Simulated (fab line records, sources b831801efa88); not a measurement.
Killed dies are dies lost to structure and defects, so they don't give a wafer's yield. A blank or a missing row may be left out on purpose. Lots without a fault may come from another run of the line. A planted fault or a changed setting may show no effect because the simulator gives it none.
Which tool did it? | flow sfq_line | 15 lots, 45 wafers sampled, at 4 steps of a route of 325

WHAT THE GAUGES READ, wafer by wafer
The record holds no reading of a measuring or inspecting step that can be judged against a usual standard deviation.

WHICH TOOL RAN EACH LOT (tool, then ch and the chambers of the sampled wafers, then the start)
lot  | SFQ_TRILAYER_R5_BARC_OPEN_METAL_ETCH_177 | SFQ_TRILAYER_I5_ETCH_VIA_ETCH_147  | SFQ_TRILAYER_I5_STRIP_STRIP_148   | SFQ_TRILAYER_I6_VIA_LITHO_PEB_172
L839 | rie_metal-04 ch 0,1, day 62 17:53        | rie_diel-03 ch 1,2, day 67 06:49   | rie_metal-01 ch 0,1, day 67 06:58 | litho_track-01 ch 0, day 77 00:11
L840 | rie_metal-02 ch 0,1, day 62 22:41        | rie_diel-01 ch 0,3, day 67 12:49   | rie_metal-01 ch 0,1, day 67 12:58 | litho_track-03 ch 0, day 78 05:31
L841 | rie_metal-04 ch 0,1, day 63 05:37        | rie_diel-01 ch 0,1,2, day 68 00:56 | rie_metal-03 ch 0,1, day 68 01:05 | litho_track-02 ch 0, day 78 11:32
L842 | rie_metal-03 ch 0,1, day 63 11:37        | rie_diel-03 ch 0,1,2, day 68 12:55 | rie_metal-02 ch 0,1, day 68 13:04 | litho_track-02 ch 0, day 78 15:07
L843 | rie_metal-04 ch 0,1, day 63 15:13        | rie_diel-02 ch 1,3, day 68 18:55   | rie_metal-03 ch 0,1, day 68 19:04 | litho_track-03 ch 0, day 78 18:43
L844 | rie_metal-04 ch 0,1, day 63 22:25        | rie_diel-01 ch 0,2,3, day 69 08:07 | rie_metal-02 ch 0, day 69 08:16   | litho_track-03 ch 0, day 79 06:43
L846 | rie_metal-04 ch 0,1, day 64 22:25        | rie_diel-01 ch 0,1, day 70 07:18   | rie_metal-01 ch 0,1, day 70 07:27 | litho_track-03 ch 0, day 80 03:07
L847 | rie_metal-02 ch 0,1, day 64 23:38        | rie_diel-02 ch 0,2,3, day 70 09:42 | rie_metal-01 ch 0,1, day 70 10:03 | litho_track-03 ch 0, day 80 04:23
L848 | rie_metal-04 ch 0,1, day 65 06:53        | rie_diel-01 ch 2,3, day 70 19:18   | rie_metal-03 ch 0,1, day 70 19:27 | litho_track-03, day 80 08:47
L849 | rie_metal-02 ch 0,1, day 65 11:29        | rie_diel-01 ch 0,1,3, day 71 02:30 | rie_metal-01 ch 0,1, day 71 02:39 | litho_track-03, day 80 13:37
L850 | rie_metal-04 ch 0,1, day 65 19:58        | rie_diel-02 ch 0,2,3, day 71 12:11 | rie_metal-02 ch 0,1, day 71 12:20 | litho_track-01, day 80 15:59
L853 | rie_metal-02 ch 0,1, day 67 00:43        | rie_diel-01 ch 1,2,3, day 72 14:35 | rie_metal-03 ch 0,1, day 72 14:56 | litho_track-03 ch 0, day 82 06:05
L857 | rie_metal-04 ch 0,1, day 69 04:26        | rie_diel-03 ch 1,2, day 74 11:07   | rie_metal-01 ch 0,1, day 74 11:16 | litho_track-03 ch 0, day 83 08:02
L860 | rie_metal-04 ch 0,1, day 75 15:20        | rie_diel-03 ch 0,2, day 75 18:34   | rie_metal-02 ch 0,1, day 75 18:43 | litho_track-02 ch 0, day 88 05:19
L861 | rie_metal-02 ch 0,1, day 79 19:04        | rie_diel-02 ch 1,2, day 79 22:18   | rie_metal-03 ch 0,1, day 79 22:39 | litho_track-03 ch 0, day 89 01:53
- SFQ_TRILAYER_R5_BARC_OPEN_METAL_ETCH_177: etches BARC in O2, target depth 125 nm, time 41.7 s.
- SFQ_TRILAYER_I5_ETCH_VIA_ETCH_147: etches the open film in CHF3, stops on Nb, target depth 360 nm.
- SFQ_TRILAYER_I5_STRIP_STRIP_148: strips in O2.
- SFQ_TRILAYER_I6_VIA_LITHO_PEB_172: peb time 60 s.

WHAT THE TOOLS THEMSELVES READ (means of the sampled wafers that have a number; where no wafer has one, the mark that the record gives instead)
SFQ_TRILAYER_R5_BARC_OPEN_METAL_ETCH_177. Usual: drypump_motor_current_A 6.0 A, standard deviation 0.34; oes_product_au 0.686 a.u., standard deviation 0.0045.
lot  | tool         | drypump_motor_current_A (A) | oes_product_au (a.u.) | flag
L839 | rie_metal-04 | 6.1                         | 0.682                 |
L840 | rie_metal-02 | 5.8                         | 0.687                 |
L841 | rie_metal-04 | 5.9                         | 0.687                 |
L842 | rie_metal-03 | 6.0                         | 0.686                 |
L843 | rie_metal-04 | 6.2                         | 0.687                 |
L844 | rie_metal-04 | 5.9                         | 0.683                 |
L846 | rie_metal-04 | 5.9                         | 0.684                 |
L847 | rie_metal-02 | 5.8                         | 0.692                 |
L848 | rie_metal-04 | 6.2                         | 0.686                 |
L849 | rie_metal-02 | 5.8                         | 0.686                 |
L850 | rie_metal-04 | 6.1                         | 0.688                 |
L853 | rie_metal-02 | 5.8                         | 0.684                 |
L857 | rie_metal-04 | 6.2                         | 0.678                 |
L860 | rie_metal-04 | 6.2                         | 0.685                 |
L861 | rie_metal-02 | 5.7                         | 0.684                 |

SFQ_TRILAYER_I5_ETCH_VIA_ETCH_147. Usual: drypump_motor_current_A 5.9 A, standard deviation 0.4; oes_product_au 0.990 a.u., standard deviation 0.0053.
lot  | tool        | drypump_motor_current_A (A) | oes_product_au (a.u.) | flag
L839 | rie_diel-03 | 5.8                         | 0.990                 |
L840 | rie_diel-01 | 5.3                         | 0.991                 |
L841 | rie_diel-01 | 5.9                         | 0.989                 |
L842 | rie_diel-03 | 6.1                         | 0.993                 |
L843 | rie_diel-02 | 5.9                         | 0.992                 |
L844 | rie_diel-01 | 5.6                         | 0.988                 |
L846 | rie_diel-01 | 5.7                         | 0.993                 |
L847 | rie_diel-02 | 6.2                         | 0.984                 |
L848 | rie_diel-01 | 5.8                         | 0.990                 |
L849 | rie_diel-01 | 5.6                         | 0.992                 |
L850 | rie_diel-02 | 6.2                         | 0.990                 |
L853 | rie_diel-01 | 5.8                         | 0.991                 |
L857 | rie_diel-03 | 5.8                         | 0.984                 |
L860 | rie_diel-03 | 6.5                         | 0.994                 |
L861 | rie_diel-02 | 5.9                         | 0.991                 |

SFQ_TRILAYER_I5_STRIP_STRIP_148. Usual: drypump_motor_current_A 5.87 A, standard deviation 0.29; oes_product_au 0.998 a.u., standard deviation 0.0087.
lot  | tool         | drypump_motor_current_A (A) | oes_product_au (a.u.) | flag
L839 | rie_metal-01 | 5.81                        | 1.007                 |
L840 | rie_metal-01 | 5.79                        | 1.007                 |
L841 | rie_metal-03 | 6.16                        | 0.997                 |
L842 | rie_metal-02 | 5.66                        | 0.984                 |
L843 | rie_metal-03 | 6.16                        | 0.999                 |
L844 | rie_metal-02 | 5.48                        | 0.988                 |
L846 | rie_metal-01 | 5.80                        | 1.009                 |
L847 | rie_metal-01 | 5.71                        | 1.004                 |
L848 | rie_metal-03 | 6.17                        | 0.993                 |
L849 | rie_metal-01 | 5.72                        | 1.006                 |
L850 | rie_metal-02 | 5.81                        | 1.000                 |
L853 | rie_metal-03 | 6.18                        | 0.996                 |
L857 | rie_metal-01 | 5.72                        | 0.997                 |
L860 | rie_metal-02 | 5.65                        | 0.996                 |
L861 | rie_metal-03 | 6.16                        | 1.007                 |

SFQ_TRILAYER_I6_VIA_LITHO_PEB_172. Usual: chill_plate_temp_C 23.00 C, standard deviation 0.092; exhaust_pa 45.0 Pa, standard deviation 0.94.
lot  | tool           | chill_plate_temp_C (C) | exhaust_pa (Pa) | flag
L839 | litho_track-01 | 22.93                  | 46.1            |
L840 | litho_track-03 | 23.04                  | 44.1            |
L841 | litho_track-02 | 23.01                  | 45.5            |
L842 | litho_track-02 | 23.00                  | 46.2            |
L843 | litho_track-03 | 22.95                  | 44.1            |
L844 | litho_track-03 | 23.05                  | 45.2            |
L846 | litho_track-03 | 23.12                  | 43.4            |
L847 | litho_track-03 | 22.96                  | 45.6            |
L848 | litho_track-03 | -                      | -               | OFF
L849 | litho_track-03 | -                      | -               | OFF
L850 | litho_track-01 | -                      | -               | OFF
L853 | litho_track-03 | 23.01                  | 44.8            |
L857 | litho_track-03 | 23.05                  | 44.4            |
L860 | litho_track-02 | 23.03                  | 45.9            |
L861 | litho_track-03 | 22.97                  | 44.3            |

THE ANSWER, worked out from the rows above alone
Rule: a lot is off if the mean of its wafers that have a number lies more than 3 standard deviations from the usual mean. A lot without any number at a reading at which 4 lots or more have one is off too. The other lots that the step has rows for count as sound. The gauges are gone through in route order, then the tools' own readings, and for those a lot's mean is taken as printed above. The first step at which some lot is off is used, and at that step the reading that is off furthest; a lot without a number counts as furthest.
Off: L848, L849, L850, at SFQ_TRILAYER_I6_VIA_LITHO_PEB_172 (chill_plate_temp_C). Without a number there: L848, L849, L850.
A tool fits if, at that step or a process step before it, it ran every lot that is off, and no sound lot after the first of them. None of those tried fits.

WHAT THE SIMULATOR HAD PUT IN
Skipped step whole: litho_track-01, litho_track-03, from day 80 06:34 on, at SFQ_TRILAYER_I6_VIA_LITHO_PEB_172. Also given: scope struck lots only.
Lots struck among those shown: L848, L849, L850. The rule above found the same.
